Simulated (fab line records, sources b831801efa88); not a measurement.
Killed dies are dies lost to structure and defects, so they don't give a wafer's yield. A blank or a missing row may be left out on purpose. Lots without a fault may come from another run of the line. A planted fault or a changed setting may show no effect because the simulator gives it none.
fab line records | flow gf180mcu
record lots=5 wafers=15 last_day=33
route steps=602 shown V1@358 M2@362 V2@382
lots that met no fault: from a run of the same line without faults
start_h: hours from the record's first day to the start of the lot's first wafer shown | wait_h: hours since the lot's step before | " the same as in the row above | L1.1+2: a row that stands for several wafers | - no value, or no start given | * or withheld: withheld | < > ~ a bound
route shown NAME@n: a module of which the file shows steps, and the number in the route of the first | usual: mean/standard deviation of fault-free wafers | same: alike in all rows | chamber/n: place in a boat | sites: the reading at each site | _std_site: their standard deviation | _edge_site: outer sites' mean less inner sites' | radius_mm: how far each site lies from the wafer's centre | mask NAME#n: copy n | behind: the tool/chamber that last shaped the wafer | hold: why the lot was held/for how many hours/how that ended | device: the transistor (n, p or np) that didn't switch | end of line: the same wafers' tests at the end of the route | a step without rows: its recipe alone | killed: dies lost to structure and defects at the first sort, not the wafer's yield | map: a wafer's dies, x killed, . not, _ none there
set.NAME: the setting as run; set.NAME@STEP: as run at that earlier step | model.NAME: the simulator's own value behind a step, which no gauge read
lots at some steps of the route; a table a step, a row a wafer
services: from which hour (start_h, from the record's first day; less than 0 if before it) a tool's chamber was out of use, for how many hours, and why
## steps
# step GF_V1_CVD_23
# recipe material=W target_thk_nm=350 time_s=105.05 temp_c=400 pressure_torr=40
# usual heater_power_w=840/66
# columns lot.wafer tool chamber start_h wait_h heater_power_w
L077.1 cvd_w-01 0 434.08 0.0 852
L077.4 " 1 " " 813
L077.6 " 0 " " 841
L078.1 cvd_w-02 1 450.21 0.0 893
L078.3 " 1 " " 909
L078.4 " 0 " " 744
L079.3 cvd_w-02 0 458.70 0.1 742
L079.5 " 1 " " 914
L079.6 " 0 " " 756
L088.2 cvd_w-01 1 537.62 0.0 826
L088.4 " 1 " " 808
L088.6 " 1 " " 821
L092.2 cvd_w-01 1 570.23 0.0 819
L092.4 " 0 " " 862
L092.5 " 0 " " 873
# step GF_V1_RS_MEAS_24
# recipe thk_meas_gauge=four-point-probe reads=W_of_V1_CVD_23+TiN_of_V1_SPUTTER_22+Ti_of_V1_SPUTTER_21
# usual V1_W_RS=0.329/0.0043
# columns lot.wafer tool chamber start_h wait_h V1_W_RS[ohm/sq]
L077.1 film_metro-03 - 434.20 0.1 0.341
L077.4 " - " " 0.329
L077.6 " - " " 0.336
L078.1 film_metro-01 - 450.33 0.1 0.327
L078.3 " - " " 0.327
L078.4 " - " " 0.328
L079.3 film_metro-01 - 458.82 0.1 0.324
L079.5 " - " " 0.323
L079.6 " - " " 0.325
L088.2 film_metro-01 - 537.75 0.1 0.331
L088.4 " - " " 0.328
L088.6 " - " " 0.328
L092.2 film_metro-03 - 570.36 0.1 0.326
L092.4 " - " " 0.332
L092.5 " - " " 0.329
# step GF_V1_THK_MEAS_25
# recipe thk_meas_gauge=xrf reads=W_of_V1_CVD_23
# usual V1_W_THK=347/4.8
# columns lot.wafer tool chamber start_h wait_h V1_W_THK[nm]
L077.1 film_metro-03 - 434.32 0.1 336
L077.4 " - " " 348
L077.6 " - " " 340
L078.1 film_metro-01 - 450.45 0.1 346
L078.3 " - " " 347
L078.4 " - " " 344
L079.3 film_metro-01 - 458.92 0.1 351
L079.5 " - " " 355
L079.6 " - " " 349
L088.2 film_metro-01 - 537.86 0.1 346
L088.4 " - " " 349
L088.6 " - " " 346
L092.2 film_metro-03 - 570.47 0.1 349
L092.4 " - " " 342
L092.5 " - " " 344
# step GF_V1_CMP_26
# recipe stop_on=SiO2 down_force_psi=3.5 platen_rpm=60 t_overpolish_s=15 target_thk_nm=0 pad_velocity_m_s=0.94248
# usual head_pressure_psi=3.499/0.0077 motor_current_A=10.9/1.5 overpolish_run_s=15.000/0.0089 time_to_endpoint_s=84/3.6
# columns lot.wafer tool chamber start_h wait_h head_pressure_psi motor_current_A overpolish_run_s time_to_endpoint_s
L077.4 cmp-01 1 434.38 0.0 3.487 9.6 15.002 84
L077.1 " 0 " " 3.498 10.3 14.988 83
L077.6 " 2 " " 3.502 10.5 14.998 81
L078.1 cmp-01 3 450.56 0.1 3.501 11.0 14.994 81
L078.4 " 0 " " 3.493 10.3 14.993 89
L078.3 " 1 " " 3.493 8.8 14.986 82
L079.3 cmp-01 0 459.06 0.1 3.505 10.6 15.002 88
L079.6 " 2 " " 3.496 9.6 15.012 86
L079.5 " 3 " " 3.499 10.8 14.994 85
L088.4 cmp-01 1 537.96 0.1 3.495 9.1 15.011 86
L088.2 " 3 " " 3.508 10.3 15.006 82
L088.6 " 1 " " 3.503 9.4 15.003 82
L092.4 cmp-01 2 570.52 0.0 3.513 9.6 15.021 85
L092.2 " 1 " " 3.497 9.2 14.992 85
L092.5 " 2 " " 3.502 10.2 15.003 85
# step GF_M2_SPUTTER_00
# recipe material=Ti target_thk_nm=37.5 arriving_ion_energy_ev=80 substrate_temp_c=200 chamber_pressure_pa=2 power_w=4000 time_s=150
# usual throttle_valve_pct=29.7/0.72
# columns lot.wafer tool chamber start_h wait_h throttle_valve_pct
L077.1 pvd_sputter-01 - 434.68 0.1 30.0
L077.4 " - " " 30.2
L077.6 " - " " 29.9
L078.1 pvd_sputter-04 - 450.81 0.2 30.1
L078.3 " - " " 28.7
L078.4 " - " " 29.1
L079.3 pvd_sputter-03 - 459.26 0.1 29.2
L079.5 " - " " 28.4
L079.6 " - " " 31.0
L088.2 pvd_sputter-01 - 538.21 0.1 30.3
L088.4 " - " " 30.2
L088.6 " - " " 30.2
L092.2 pvd_sputter-01 - 570.82 0.1 29.6
L092.4 " - " " 30.5
L092.5 " - " " 30.3
# step GF_M2_SPUTTER_01
# recipe material=TiN target_thk_nm=30 power_w=6500 time_s=25 chamber_pressure_pa=0.4
# usual throttle_valve_pct=29.7/0.74
# columns lot.wafer tool chamber start_h wait_h throttle_valve_pct
L077.1 pvd_sputter-01 - 434.78 0.1 30.0
L077.4 " - " " 30.4
L077.6 " - " " 29.7
L078.1 pvd_sputter-04 - 450.91 0.1 29.9
L078.3 " - " " 28.4
L078.4 " - " " 29.1
L079.3 pvd_sputter-03 - 459.36 0.1 29.3
L079.5 " - " " 28.7
L079.6 " - " " 30.9
L088.2 pvd_sputter-01 - 538.31 0.1 30.4
L088.4 " - " " 30.6
L088.6 " - " " 30.3
L092.2 pvd_sputter-01 - 570.92 0.1 29.6
L092.4 " - " " 30.5
L092.5 " - " " 30.1
# step GF_M2_SPUTTER_02
# recipe material=AlCu target_thk_nm=450 power_w=10600 time_s=23.9 chamber_pressure_pa=0.4
# usual throttle_valve_pct=29.7/0.73
# columns lot.wafer tool chamber start_h wait_h throttle_valve_pct
L077.1 pvd_sputter-01 - 434.81 0.0 30.3
L077.4 " - " " 30.2
L077.6 " - " " 29.5
L078.1 pvd_sputter-04 - 450.94 0.0 29.8
L078.3 " - " " 28.8
L078.4 " - " " 28.8
L079.3 pvd_sputter-03 - 459.39 0.0 29.1
L079.5 " - " " 28.3
L079.6 " - " " 31.0
L088.2 pvd_sputter-01 - 538.34 0.0 30.4
L088.4 " - " " 30.3
L088.6 " - " " 30.1
L092.2 pvd_sputter-01 - 570.95 0.0 29.7
L092.4 " - " " 30.2
L092.5 " - " " 30.1
# step GF_M2_SPUTTER_03
# recipe material=Ti target_thk_nm=10 substrate_temp_c=300 chamber_pressure_pa=0.3 power_w=3000 time_s=6.7
# usual throttle_valve_pct=29.7/0.73
# columns lot.wafer tool chamber start_h wait_h throttle_valve_pct
L077.1 pvd_sputter-01 - 434.84 0.0 29.8
L077.4 " - " " 30.3
L077.6 " - " " 29.7
L078.1 pvd_sputter-04 - 450.97 0.0 30.1
L078.3 " - " " 28.8
L078.4 " - " " 29.0
L079.3 pvd_sputter-03 - 459.42 0.0 29.4
L079.5 " - " " 28.3
L079.6 " - " " 31.2
L088.2 pvd_sputter-01 - 538.37 0.0 30.1
L088.4 " - " " 30.3
L088.6 " - " " 30.3
L092.2 pvd_sputter-01 - 570.98 0.0 29.8
L092.4 " - " " 30.4
L092.5 " - " " 30.4
# step GF_M2_SPUTTER_04
# recipe material=TiN target_thk_nm=50 power_w=6500 time_s=41.7 chamber_pressure_pa=0.4
# usual throttle_valve_pct=29.7/0.73
# columns lot.wafer tool chamber start_h wait_h throttle_valve_pct
L077.1 pvd_sputter-01 - 434.86 0.0 29.6
L077.4 " - " " 30.4
L077.6 " - " " 29.9
L078.1 pvd_sputter-04 - 450.99 0.0 30.1
L078.3 " - " " 28.7
L078.4 " - " " 28.9
L079.3 pvd_sputter-03 - 459.44 0.0 29.1
L079.5 " - " " 28.8
L079.6 " - " " 31.1
L088.2 pvd_sputter-01 - 538.39 0.0 30.3
L088.4 " - " " 30.3
L088.6 " - " " 29.9
L092.2 pvd_sputter-01 - 571.00 0.0 29.7
L092.4 " - " " 30.4
L092.5 " - " " 30.0
# step GF_M2_RS_MEAS_05
# recipe thk_meas_gauge=four-point-probe reads=TiN_of_M2_SPUTTER_04+Ti_of_M2_SPUTTER_03+AlCu_of_M2_SPUTTER_02+TiN_of_M2_SPUTTER_01+Ti_of_M2_SPUTTER_00
# usual M2_ALCU_RS=0.0697/0.00088
# columns lot.wafer tool chamber start_h wait_h M2_ALCU_RS[ohm/sq]
L077.1 film_metro-03 - 434.90 0.0 0.0699
L077.4 " - " " 0.0676
L077.6 " - " " 0.0700
L078.1 film_metro-04 - 451.03 0.0 0.0682
L078.3 " - " " 0.0699
L078.4 " - " " 0.0680
L079.3 film_metro-03 - 459.52 0.1 0.0698
L079.5 " - " " 0.0699
L079.6 " - " " 0.0697
L088.2 film_metro-03 - 538.45 0.0 0.0686
L088.4 " - " " 0.0699
L088.6 " - " " 0.0711
L092.2 film_metro-01 - 571.06 0.0 0.0708
L092.4 " - " " 0.0695
L092.5 " - " " 0.0706
# step GF_M2_THK_MEAS_06
# recipe thk_meas_gauge=xrf reads=AlCu_of_M2_SPUTTER_02
# usual M2_ALCU_THK=456/5.9
# columns lot.wafer tool chamber start_h wait_h M2_ALCU_THK[nm]
L077.1 film_metro-03 - 435.02 0.1 458
L077.4 " - " " 474
L077.6 " - " " 458
L078.1 film_metro-04 - 451.15 0.1 466
L078.3 " - " " 452
L078.4 " - " " 465
L079.3 film_metro-03 - 459.62 0.1 461
L079.5 " - " " 460
L079.6 " - " " 458
L088.2 film_metro-03 - 538.56 0.1 463
L088.4 " - " " 457
L088.6 " - " " 448
L092.2 film_metro-01 - 571.17 0.1 447
L092.4 " - " " 454
L092.5 " - " " 448
# step GF_M2_DEHYDRATE_07
# recipe temp_c=200 time_s=60
# usual heater_power_total_W=160.37/0.13
# columns lot.wafer tool chamber start_h wait_h heater_power_total_W
L077.1 litho_track-04 0 446.77 11.7 160.49
L077.4 " 0 " " 160.45
L077.6 " 0 " " 160.30
L078.1 litho_track-04 0 462.82 11.7 160.23
L078.3 " 0 " " 160.40
L078.4 " 0 " " 160.28
L079.3 litho_track-02 0 470.65 11.0 160.53
L079.5 " 0 " " 160.45
L079.6 " 0 " " 160.41
L088.2 litho_track-01 0 549.07 10.5 160.19
L088.4 " 0 " " 160.38
L088.6 " 0 " " 160.26
L092.2 litho_track-01 0 581.22 10.0 160.43
L092.4 " 0 " " 160.37
L092.5 " 0 " " 160.35
# step GF_M2_HMDS_08
# recipe prime_time_s=60 prime_temp_c=120
# columns lot.wafer tool chamber start_h wait_h
L077.1+4+6 litho_track-04 0 446.92 0.1
L078.1+3+4 litho_track-04 0 462.97 0.1
L079.3+5+6 litho_track-02 0 470.80 0.1
L088.2+4+6 litho_track-01 0 549.22 0.1
L092.2+4+5 litho_track-01 0 581.37 0.1
# step GF_M2_COAT_09
# recipe resist=KrF spin_rpm=withheld resist_thk_nm=1000
# columns lot.wafer tool chamber start_h wait_h
L077.1+4+6 litho_track-04 0 447.07 0.1
L078.1+3+4 litho_track-04 0 463.12 0.1
L079.3+5+6 litho_track-02 0 470.95 0.1
L088.2+4+6 litho_track-01 0 549.37 0.1
L092.2+4+5 litho_track-01 0 581.52 0.1
# step GF_M2_SOFTBAKE_10
# recipe temp_c=130 time_s=60 resist=KrF
# usual heater_power_total_W=93.05/0.058
# columns lot.wafer tool chamber start_h wait_h heater_power_total_W
L077.1 litho_track-04 0 447.22 0.1 93.09
L077.4 " 0 " " 93.04
L077.6 " 0 " " 93.10
L078.1 litho_track-04 0 463.27 0.1 92.97
L078.3 " 0 " " 92.99
L078.4 " 0 " " 93.04
L079.3 litho_track-02 0 471.10 0.1 93.07
L079.5 " 0 " " 93.01
L079.6 " 0 " " 93.08
L088.2 litho_track-01 0 549.52 0.1 93.11
L088.4 " 0 " " 93.10
L088.6 " 0 " " 93.04
L092.2 litho_track-01 0 581.67 0.1 93.05
L092.4 " 0 " " 93.01
L092.5 " 0 " " 93.03
# step GF_M2_EXPOSE_11
# recipe mask_id=Metal2 target_cd_nm=280 na=0.68 source_shape=conventional sigma_outer=0.6 dose_mj=28
# columns lot.wafer tool chamber start_h wait_h mask
L077.1+4+6 krf_scanner-01 0 - - Metal2#0
L078.1+3+4 krf_scanner-01 0 - - Metal2#0
L079.3+5+6 krf_scanner-02 0 - - Metal2#0
L088.2+4+6 krf_scanner-02 0 - - Metal2#0
L092.2+4+5 krf_scanner-01 0 - - Metal2#0
# step GF_M2_PEB_12
# recipe peb_temp_c=135 peb_time_s=90 resist=KrF
# usual heater_power_total_W=85.70/0.079
# columns lot.wafer tool chamber start_h wait_h heater_power_total_W
L077.1 litho_track-01 0 - - 85.82
L077.4 " 0 " " 85.70
L077.6 " 0 " " 85.76
L078.1 litho_track-04 0 - - 85.86
L078.3 " 0 " " 85.65
L078.4 " 0 " " 85.61
L079.3 litho_track-02 0 - - 85.74
L079.5 " 0 " " 85.71
L079.6 " 0 " " 85.64
L088.2 litho_track-04 0 - - 85.56
L088.4 " 0 " " 85.65
L088.6 " 0 " " 85.60
L092.2 litho_track-02 0 - - 85.69
L092.4 " 0 " " 85.75
L092.5 " 0 " " 85.72
# step GF_M2_DEVELOP_13
# recipe develop_time_s=60 dev_temp_c=21
# columns lot.wafer tool chamber start_h wait_h
L077.1+4+6 litho_track-01 0 458.90 0.2
L078.1+3+4 litho_track-04 0 475.07 0.2
L079.3+5+6 litho_track-02 0 482.95 0.1
L088.2+4+6 litho_track-04 0 560.95 0.2
L092.2+4+5 litho_track-02 0 592.42 0.2
# step GF_M2_CD_MEAS_14
# recipe target_cd_nm=280
# usual cd_nm=279.5/1.3
# columns lot.wafer tool chamber start_h wait_h cd_nm
L077.1 cd_sem-01 - 459.05 0.1 279.2
L077.4 " - " " 278.7
L077.6 " - " " 280.0
L078.1 cd_sem-01 - 475.22 0.1 280.1
L078.3 " - " " 280.1
L078.4 " - " " 280.9
L079.3 cd_sem-01 - 483.09 0.1 278.8
L079.5 " - " " 279.0
L079.6 " - " " 279.0
L088.2 cd_sem-02 - 561.09 0.1 281.4
L088.4 " - " " 281.4
L088.6 " - " " 281.6
L092.2 cd_sem-02 - 592.56 0.1 281.5
L092.4 " - " " 281.3
L092.5 " - " " 280.0
# step GF_M2_OVL_MEAS_15
# usual M2_OVL=-4/5.1
# columns lot.wafer tool chamber start_h wait_h M2_OVL[nm]
L077.1 overlay-01 - 459.17 0.1 -3
L077.4 " - " " 0
L077.6 " - " " -1
L078.1 overlay-01 - 475.34 0.1 -1
L078.3 " - " " 5
L078.4 " - " " -5
L079.3 overlay-02 - 483.18 0.1 -6
L079.5 " - " " -2
L079.6 " - " " -6
L088.2 overlay-02 - 561.20 0.1 0
L088.4 " - " " 2
L088.6 " - " " -4
L092.2 overlay-02 - 592.67 0.1 -4
L092.4 " - " " -12
L092.5 " - " " -3
# step GF_M2_METAL_ETCH_16
# recipe chemistry=Cl2/BCl3 mask_material=KrF target_depth_nm=750.8 stop_on=SiO2 pressure_mtorr=8 icp_w=800 bias_w=140 Cl2_flow_sccm=80 bcl3_flow_sccm=40 time_s=125.1
# usual drypump_motor_current_A=5.7/0.47 mfc_cl2_sccm=80.03/0.23 oes_product_au=0.986/0.0083 throttle_valve_pct=28.234/0.012
# columns lot.wafer tool chamber start_h wait_h drypump_motor_current_A mfc_cl2_sccm oes_product_au rf_hours_counter_h throttle_valve_pct
L077.1 rie_metal-03 1 459.21 0.0 5.0 79.92 0.992 6 28.214
L077.4 " 0 " " 5.3 80.25 0.980 - 28.250
L077.6 " 0 " " 5.3 80.20 0.981 - 28.219
L078.1 rie_metal-03 1 475.38 0.0 5.1 80.17 0.992 7 28.232
L078.3 " 1 " " 5.1 79.74 0.989 - 28.217
L078.4 " 0 " " 5.3 80.21 0.978 - 28.243
L079.3 rie_metal-01 0 483.24 0.1 6.1 80.75 0.978 - 28.251
L079.5 " 0 " " 6.1 80.49 0.979 - 28.255
L079.6 " 1 " " 5.4 79.45 0.991 - 28.247
L088.2 rie_metal-01 1 561.23 0.0 5.4 79.77 1.001 1 28.232
L088.4 " 0 " " 6.1 80.25 0.976 - 28.239
L088.6 " 0 " " 6.1 80.52 0.981 - 28.237
L092.2 rie_metal-02 0 592.70 0.0 6.0 79.89 0.980 2 28.228
L092.4 " 1 " " 6.4 79.86 0.990 - 28.232
L092.5 " 0 " " 6.0 80.32 0.974 - 28.237
# step GF_M2_STRIP_17
# recipe chemistry=O2/N2 power_w=1400 pressure_mtorr=1500 platen_temp_c=250 o2_flow_sccm=3000 n2_flow_sccm=300 overash_fraction=0.5
# usual drypump_motor_current_A=6.2/0.39 heater_power_w=311/29 o2_flow_sccm=3000/8.9 oes_product_au=0.539/0.0054 strip_time_to_endpoint_s=7.43/0.066
# columns lot.wafer tool chamber start_h wait_h drypump_motor_current_A heater_power_w o2_flow_sccm oes_product_au rf_hours_counter_h strip_time_to_endpoint_s
L077.1 plasma_asher-02 0 459.34 0.1 6.1 334 2994 0.543 34 7.41
L077.4 " 1 " " 5.3 368 2982 0.543 - 7.47
L077.6 " 1 " " 5.2 354 2992 0.548 - 7.48
L078.1 plasma_asher-03 0 475.51 0.1 6.4 294 3010 0.535 68 7.47
L078.3 " 0 " " 6.4 295 3016 0.539 - 7.44
L078.4 " 1 " " 6.6 302 3000 0.540 - 7.46
L079.3 plasma_asher-02 1 483.36 0.1 5.4 365 2997 0.542 - 7.46
L079.5 " 1 " " 5.4 368 3005 0.545 - 7.48
L079.6 " 0 " " 6.1 324 2997 0.547 - 7.35
L088.2 plasma_asher-01 0 561.36 0.1 6.1 340 2999 0.531 94 7.39
L088.4 " 1 " " 6.1 274 3013 0.543 - 7.48
L088.6 " 1 " " 6.1 268 3007 0.544 - 7.49
L092.2 plasma_asher-03 0 592.83 0.1 6.4 291 2990 0.546 81 7.48
L092.4 " 1 " " 6.6 303 3001 0.541 - 7.48
L092.5 " 1 " " 6.6 306 2987 0.554 - 7.55
# step GF_M2_STRIP_18
# recipe chemistry=post_etch_residue_remover time_s=1200 temp_c=72.5
# columns lot.wafer tool chamber start_h wait_h
L077.1+4+6 wet_bench-01 0 459.44 0.1
L078.1+3+4 wet_bench-04 1 475.61 0.1
L079.3+5+6 wet_bench-01 1 483.43 0.0
L088.2+4+6 wet_bench-01 0 561.46 0.1
L092.2+4+5 wet_bench-04 0 592.93 0.1
# step GF_M2_CLEAN_19
# recipe chemistry=DIW dry=n2_spin
# columns lot.wafer tool chamber start_h wait_h
L077.1+4+6 wet_bench-02 3 459.78 0.0
L078.1+3+4 wet_bench-01 3 475.95 0.0
L079.3+5+6 wet_bench-02 2 483.80 0.0
L088.2+4+6 wet_bench-02 3 561.80 0.0
L092.2+4+5 wet_bench-01 2 593.27 0.0
# step GF_V2_CVD_00
# recipe material=SiO2 target_thk_nm=600 sigma_open_frac=0.3 temp_c=400 time_s=100 sih4_flow_sccm=60 pressure_mtorr=6
# usual pressure_mtorr=5.999/0.012
# columns lot.wafer tool chamber start_h wait_h pressure_mtorr
L077.1 hdpcvd-02 0 459.87 0.0 5.995
L077.4 " 0 " " 5.972
L077.6 " 2 " " 5.994
L078.1 hdpcvd-01 0 476.05 0.0 5.993
L078.3 " 1 " " 5.989
L078.4 " 1 " " 5.994
L079.3 hdpcvd-02 1 483.90 0.0 6.006
L079.5 " 0 " " 5.980
L079.6 " 1 " " 5.994
L088.2 hdpcvd-01 1 561.89 0.0 6.002
L088.4 " 1 " " 6.010
L088.6 " 0 " " 6.030
L092.2 hdpcvd-01 1 593.36 0.0 6.004
L092.4 " 2 " " 6.013
L092.5 " 0 " " 6.018
# step GF_V2_THK_MEAS_01
# recipe reads=SiO2_of_V2_CVD_00
# usual V2_CVD_00_THK=600/8
# columns lot.wafer tool chamber start_h wait_h V2_CVD_00_THK[nm]
L077.1 film_metro-02 - 459.94 0.0 604
L077.4 " - " " 586
L077.6 " - " " 607
L078.1 film_metro-02 - 476.12 0.0 607
L078.3 " - " " 591
L078.4 " - " " 593
L079.3 film_metro-02 - 483.99 0.1 595
L079.5 " - " " 606
L079.6 " - " " 596
L088.2 film_metro-02 - 561.97 0.0 593
L088.4 " - " " 598
L088.6 " - " " 603
L092.2 film_metro-01 - 593.44 0.0 603
L092.4 " - " " 596
L092.5 " - " " 593
# step GF_V2_CVD_02
# recipe material=SiO2 target_thk_nm=850 precursor=TEOS temp_c=400 time_s=94.851 rf_w=600
# usual heater_power_w=668/140
# columns lot.wafer tool chamber start_h wait_h heater_power_w
L077.1 pecvd-02 2 460.00 0.1 682
L077.4 " 2 " " 716
L077.6 " 0 " " 693
L078.1 pecvd-01 0 476.18 0.1 985
L078.3 " 1 " " 570
L078.4 " 2 " " 566
L079.3 pecvd-02 0 484.03 0.0 716
L079.5 " 2 " " 653
L079.6 " 0 " " 737
L088.2 pecvd-01 1 562.02 0.0 630
L088.4 " 0 " " 826
L088.6 " 2 " " 705
L092.2 pecvd-01 2 593.49 0.0 664
L092.4 " 1 " " 504
L092.5 " 1 " " 563
# step GF_V2_THK_MEAS_03
# recipe reads=SiO2_of_V2_CVD_02
# usual V2_CVD_02_THK=851/11
# columns lot.wafer tool chamber start_h wait_h V2_CVD_02_THK[nm]
L077.1 film_metro-04 - 460.07 0.0 850
L077.4 " - " " 864
L077.6 " - " " 863
L078.1 film_metro-01 - 476.25 0.0 834
L078.3 " - " " 835
L078.4 " - " " 863
L079.3 film_metro-02 - 484.12 0.1 832
L079.5 " - " " 847
L079.6 " - " " 849
L088.2 film_metro-02 - 562.10 0.0 840
L088.4 " - " " 868
L088.6 " - " " 868
L092.2 film_metro-04 - 593.61 0.1 846
L092.4 " - " " 838
L092.5 " - " " 845
# step GF_V2_CMP_04
# recipe material=SiO2 down_force_psi=4 platen_rpm=60 pad_velocity_m_s=0.94248
# usual head_pressure_psi=4.001/0.0093 motor_current_A=11.9/1.7 time_to_endpoint_s=81/5
# columns lot.wafer tool chamber start_h wait_h head_pressure_psi motor_current_A time_to_endpoint_s
L077.4 cmp-01 0 460.13 0.0 4.006 11.2 91
L077.1 " 3 " " 3.994 11.3 82
L077.6 " 1 " " 3.994 9.5 86
L078.1 cmp-01 1 476.36 0.1 4.003 10.1 79
L078.3 " 2 " " 3.999 11.2 77
L078.4 " 3 " " 4.001 12.2 89
L079.3 cmp-01 3 484.26 0.1 4.002 12.1 71
L079.6 " 1 " " 4.014 9.7 81
L079.5 " 2 " " 4.019 10.4 81
L088.2 cmp-01 0 562.15 0.0 4.004 11.5 80
L088.4 " 1 " " 4.011 9.5 87
L088.6 " 1 " " 3.996 10.0 83
L092.2 cmp-02 2 593.66 0.0 3.998 13.4 77
L092.4 " 3 " " 4.013 15.2 78
L092.5 " 3 " " 4.002 14.7 81
# step GF_V2_BOW_MEAS_05
# recipe mode=bow
# usual V2_BOW=97/7.7
# columns lot.wafer tool chamber start_h wait_h V2_BOW[um]
L077.1 film_metro-01 - 460.43 0.1 91
L077.4 " - " " 98
L077.6 " - " " 101
L078.1 film_metro-01 - 476.61 0.2 91
L078.3 " - " " 94
L078.4 " - " " 95
L079.3 film_metro-04 - 484.50 0.2 107
L079.5 " - " " 102
L079.6 " - " " 109
L088.2 film_metro-02 - 562.47 0.3 95
L088.4 " - " " 108
L088.6 " - " " 102
L092.2 film_metro-04 - 593.98 0.3 95
L092.4 " - " " 99
L092.5 " - " " 107
# step GF_V2_DEHYDRATE_06
# recipe temp_c=200 time_s=60
# usual heater_power_total_W=160.38/0.12
# columns lot.wafer tool chamber start_h wait_h heater_power_total_W
L077.1 litho_track-04 0 472.27 11.8 160.35
L077.4 " 0 " " 160.35
L077.6 " 0 " " 160.52
L078.1 litho_track-03 0 487.67 11.0 160.46
L078.3 " 0 " " 160.27
L078.4 " 0 " " 160.35
L079.3 litho_track-04 0 495.42 10.9 160.57
L079.5 " 0 " " 160.30
L079.6 " 0 " " 160.25
L088.2 litho_track-04 0 572.75 10.3 160.26
L088.4 " 0 " " 160.38
L088.6 " 0 " " 160.22
L092.2 litho_track-02 0 604.22 10.2 160.38
L092.4 " 0 " " 160.21
L092.5 " 0 " " 160.39
# step GF_V2_HMDS_07
# recipe prime_time_s=60 prime_temp_c=120
# columns lot.wafer tool chamber start_h wait_h
L077.1+4+6 litho_track-04 0 472.42 0.1
L078.1+3+4 litho_track-03 0 487.82 0.1
L079.3+5+6 litho_track-04 0 495.57 0.1
L088.2+4+6 litho_track-04 0 572.90 0.1
L092.2+4+5 litho_track-02 0 604.37 0.1
# step GF_V2_COAT_08
# recipe resist=BARC temp_c=withheld time_s=withheld spin_rpm=withheld resist_thk_nm=withheld
# columns lot.wafer tool chamber start_h wait_h
L077.1+4+6 litho_track-04 0 472.57 0.1
L078.1+3+4 litho_track-03 0 487.97 0.1
L079.3+5+6 litho_track-04 0 495.72 0.1
L088.2+4+6 litho_track-04 0 573.05 0.1
L092.2+4+5 litho_track-02 0 604.52 0.1
# step GF_V2_COAT_09
# recipe resist=KrF spin_rpm=withheld resist_thk_nm=1000
# columns lot.wafer tool chamber start_h wait_h
L077.1+4+6 litho_track-04 0 - -
L078.1+3+4 litho_track-03 0 - -
L079.3+5+6 litho_track-04 0 - -
L088.2+4+6 litho_track-04 0 - -
L092.2+4+5 litho_track-02 0 - -
# step GF_V2_SOFTBAKE_10
# recipe temp_c=129.2 time_s=60 resist=KrF
# usual heater_power_total_W=92.31/0.058
# columns lot.wafer tool chamber start_h wait_h heater_power_total_W
L077.1 litho_track-04 0 - - 92.25
L077.4 " 0 " " 92.41
L077.6 " 0 " " 92.15
L078.1 litho_track-03 0 - - 92.16
L078.3 " 0 " " 92.36
L078.4 " 0 " " 92.30
L079.3 litho_track-04 0 - - 92.32
L079.5 " 0 " " 92.25
L079.6 " 0 " " 92.29
L088.2 litho_track-04 0 - - 92.24
L088.4 " 0 " " 92.32
L088.6 " 0 " " 92.32
L092.2 litho_track-02 0 - - 92.33
L092.4 " 0 " " 92.35
L092.5 " 0 " " 92.32
# step GF_V2_EXPOSE_11
# recipe mask_id=Via2 target_cd_nm=260 na=0.68 source_shape=conventional sigma_outer=0.6 dose_mj=38
# columns lot.wafer tool chamber start_h wait_h mask
L077.1+4+6 krf_scanner-01 0 - - Via2#0
L078.1+3+4 krf_scanner-02 0 - - Via2#0
L079.3+5+6 krf_scanner-01 0 - - Via2#0
L088.2+4+6 krf_scanner-02 0 - - Via2#0
L092.2+4+5 krf_scanner-02 0 - - Via2#0
# step GF_V2_PEB_12
# recipe peb_temp_c=135 peb_time_s=90 resist=KrF
# usual heater_power_total_W=85.69/0.08
# columns lot.wafer tool chamber start_h wait_h heater_power_total_W
L077.1 litho_track-02 0 - - 85.70
L077.4 " 0 " " 85.67
L077.6 " 0 " " 85.64
L078.1 litho_track-02 0 - - 85.75
L078.3 " 0 " " 85.62
L078.4 " 0 " " 85.65
L079.3 litho_track-04 0 - - 85.76
L079.5 " 0 " " 85.66
L079.6 " 0 " " 85.60
L088.2 litho_track-02 0 - - 85.71
L088.4 " 0 " " 85.57
L088.6 " 0 " " 85.59
L092.2 litho_track-04 0 - - 85.61
L092.4 " 0 " " 85.76
L092.5 " 0 " " 85.77
# step GF_V2_DEVELOP_13
# recipe develop_time_s=60 resist=KrF dev_temp_c=21
# columns lot.wafer tool chamber start_h wait_h
L077.1+4+6 litho_track-02 0 484.85 0.2
L078.1+3+4 litho_track-02 0 499.90 0.2
L079.3+5+6 litho_track-04 0 507.72 0.1
L088.2+4+6 litho_track-02 0 583.57 0.2
L092.2+4+5 litho_track-04 0 614.95 0.2
# step GF_V2_CD_MEAS_14
# recipe target_cd_nm=260
# usual cd_nm=260.1/1.2
# columns lot.wafer tool chamber start_h wait_h cd_nm
L077.1 cd_sem-02 - 485.00 0.1 261.2
L077.4 " - " " 260.2
L077.6 " - " " 260.7
L078.1 cd_sem-02 - 500.05 0.1 260.1
L078.3 " - " " 260.7
L078.4 " - " " 259.2
L079.3 cd_sem-02 - 507.86 0.1 259.8
L079.5 " - " " 258.2
L079.6 " - " " 260.1
L088.2 cd_sem-02 - 583.71 0.1 261.4
L088.4 " - " " 260.8
L088.6 " - " " 259.8
L092.2 cd_sem-02 - 615.09 0.1 259.7
L092.4 " - " " 261.3
L092.5 " - " " 260.2
## services
# columns tool chamber start_h hours kind
krf_scanner-01 - 416.15 28.4 repair
cmp-01 - 436.59 1.0 repair
cmp-01 - 436.62 0.2 repair
krf_scanner-01 - 439.45 0.6 repair
krf_scanner-02 - 444.37 1.3 pm
krf_scanner-02 - 445.67 0.8 pm
krf_scanner-02 - 465.35 1.0 pm
krf_scanner-02 - 473.88 3.6 pm
krf_scanner-01 - 478.51 7.2 pm
krf_scanner-01 - 485.71 1.0 pm
krf_scanner-01 - 487.78 5.4 repair
pvd_sputter-03 - 497.74 0.7 repair
pvd_sputter-03 - 499.97 1.3 repair
cmp-01 - 509.55 8.2 pm
pvd_sputter-04 - 509.58 9.4 repair
krf_scanner-01 - 521.96 0.7 repair
krf_scanner-01 - 527.62 1.3 pm
krf_scanner-02 - 533.92 4.0 pm
krf_scanner-01 - 541.17 4.0 pm
cmp-01 - 550.38 5.1 repair
pvd_sputter-01 - 551.39 0.6 repair
pvd_sputter-01 - 564.39 0.5 repair
cmp-01 - 572.16 4.0 pm
cmp-01 - 588.67 0.7 repair
## key
fault none
